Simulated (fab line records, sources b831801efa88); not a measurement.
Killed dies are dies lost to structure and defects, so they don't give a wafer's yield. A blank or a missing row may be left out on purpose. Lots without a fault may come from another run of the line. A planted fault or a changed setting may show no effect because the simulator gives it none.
A struck lot beside a sound one | flow sky130 | 16 steps out of a route of 708
Sound: wafers L384.1, L384.2, L384.6. Struck: wafers L375.4, L375.5. (L375.3 of the same lot was not struck and is left out.) The cause comes at the end.
At each step with rows: each side's tool, then ch and its chambers, then its first start. Under that, the readings that differ: sound wafers | struck wafers | difference of the means | sigmas: that difference in standard deviations of wafers without a fault.
alike: readings whose means differ by less than 2 such deviations, and words and numbers that are the same on both sides. not compared: withheld readings, readings that some wafer has no value for, bounds like >300 that may hide the same value, and numbers for which the record gives no deviation and whose values overlap.
The two part at a step that has a row with sigmas, a row that says differs or no value, or rows on one side only. Numbers that don't overlap but have no deviation are shown without sigmas and don't part them. A reading that every wafer of one side lacks parts them only if that side has two wafers or more.

first, 2 steps without rows for these wafers: SKY_METAL4_PEB_11; SKY_METAL4_DEVELOP_12 (develop time 60 s).
SKY_METAL4_CD_MEAS_13: target cd 300 nm.
  sound on cd_sem-02, day 47 10:58; struck on cd_sem-01, day 45 03:55
  alike: cd_nm
SKY_METAL4_OVL_MEAS_14:
  sound on overlay-01, day 47 11:05; struck on overlay-01, day 45 04:00
  alike: METAL4_OVL
SKY_METAL4_DESCUM_15: chemistry O2, time 8 s.
  sound on rie_metal-01 ch 0,1, day 47 11:07; struck on rie_metal-03 ch 0,1, day 45 04:02
  alike: drypump_motor_current_A, oes_product_au
  not compared: rf_hours_counter_h
SKY_METAL4_ETCH_16: etches BARC in N2/H2, stops on SiO2, time 88.2 s, target depth 60 nm.
  sound on rie_metal-01 ch 0,1, day 47 11:10; struck on rie_metal-03 ch 0,1, day 45 04:05
  alike: drypump_motor_current_A, oes_product_au, throttle_valve_pct
  not compared: rf_hours_counter_h
SKY_METAL4_ETCH_17: etches SiO2 in C4F8/O2/Ar, stops on TiN, time 3.9 s, target depth 15 nm.
  sound on rie_diel-01 ch 0,1,3, day 47 11:16; struck on rie_diel-01 ch 1,2, day 45 04:09
  alike: oes_product_au
  not compared: rf_hours_counter_h
SKY_METAL4_METAL_ETCH_18: etches the open film in Cl2/BCl3, stops on SiO2, target depth 845 nm, time 183.1 s.
  sound on rie_metal-04 ch 0,1, day 47 11:16; struck on rie_metal-04 ch 0, day 45 04:14
  alike: drypump_motor_current_A, oes_product_au, throttle_valve_pct
  not compared: rf_hours_counter_h
then, 4 steps without rows for these wafers: SKY_METAL4_STRIP_19 (strips in O2/N2); SKY_METAL4_STRIP_20 (strips in post etch residue remover, time 1200 s); SKY_METAL4_CLEAN_21 (cleans in IPA, time 180 s); SKY_METAL4_CLEAN_22 (cleans in O3/DIW).
SKY_VIA4_HDPCVD_00: deposits SiO2, target thk 1750 nm, time 291.7 s.
  sound on hdpcvd-02 ch 0,1,2, day 47 12:03; struck on hdpcvd-01 ch 0,2, day 45 04:56
  reading                                  | sound          | struck    | difference | sigmas
  model.SiO2_of_VIA4_HDPCVD_00.thk_nm (nm) | 1735 1758 1754 | 1351 1282 | -432       |
  alike: sih4_flow_sccm
SKY_VIA4_THK_MEAS_01:
  sound on film_metro-01, day 47 12:14; struck on film_metro-04, day 45 05:22
  reading              | sound          | struck    | difference | sigmas
  VIA4_HDPCVD_THK (nm) | 1735 1758 1755 | 1350 1283 | -433       | -17
  not compared: hold
SKY_VIA4_CMP_02: polishes SiO2.
  sound on cmp-01 ch 0,2,3, day 47 12:20; struck on cmp-02 ch 1,3, day 45 10:34
  reading | sound | struck                                            | difference                   | sigmas
  hold    | - - - | await_dispo/5.2h/release await_dispo/5.2h/release | no value on the sound wafers |
  alike: head_pressure_psi, motor_current_A
-- the record jumps here: 3 days lie between the struck wafers' starts before and after (it left off in module VIA4 and takes up again in module PAD_OPEN, whose first step shown is number 708 of the route) --
SKY_PAD_OPEN_PROBE_99:
  sound on prober-01, day 50 16:10; struck on prober-01, day 48 18:53
  reading                               | sound               | struck        | difference | sigmas
  model.etest.met5_comb.leak_log10_a_um | -11.99 -12.1 -11.96 | -11.11 -7.986 | +2.47      |
  alike: defect_limited_yield, killed_at_M0_to_M3, killed_at_M4_up, killed_at_contacts, killed_at_front_end, killed_at_other, killed_dies, killed_open, killed_short
  not compared: model.etest.tester.sort_n_pass, model.etest.tester.sort_yield_pct, model.etest.tester.sort_bin_3_pct, model.etest.tester.sort_bin_8_pct

WHERE THEY PART
First at SKY_VIA4_THK_MEAS_01; last, within this record, at SKY_VIA4_CMP_02. Later steps at which nothing parts them and some readings are alike: SKY_PAD_OPEN_PROBE_99.

WHY: what the simulator had put in
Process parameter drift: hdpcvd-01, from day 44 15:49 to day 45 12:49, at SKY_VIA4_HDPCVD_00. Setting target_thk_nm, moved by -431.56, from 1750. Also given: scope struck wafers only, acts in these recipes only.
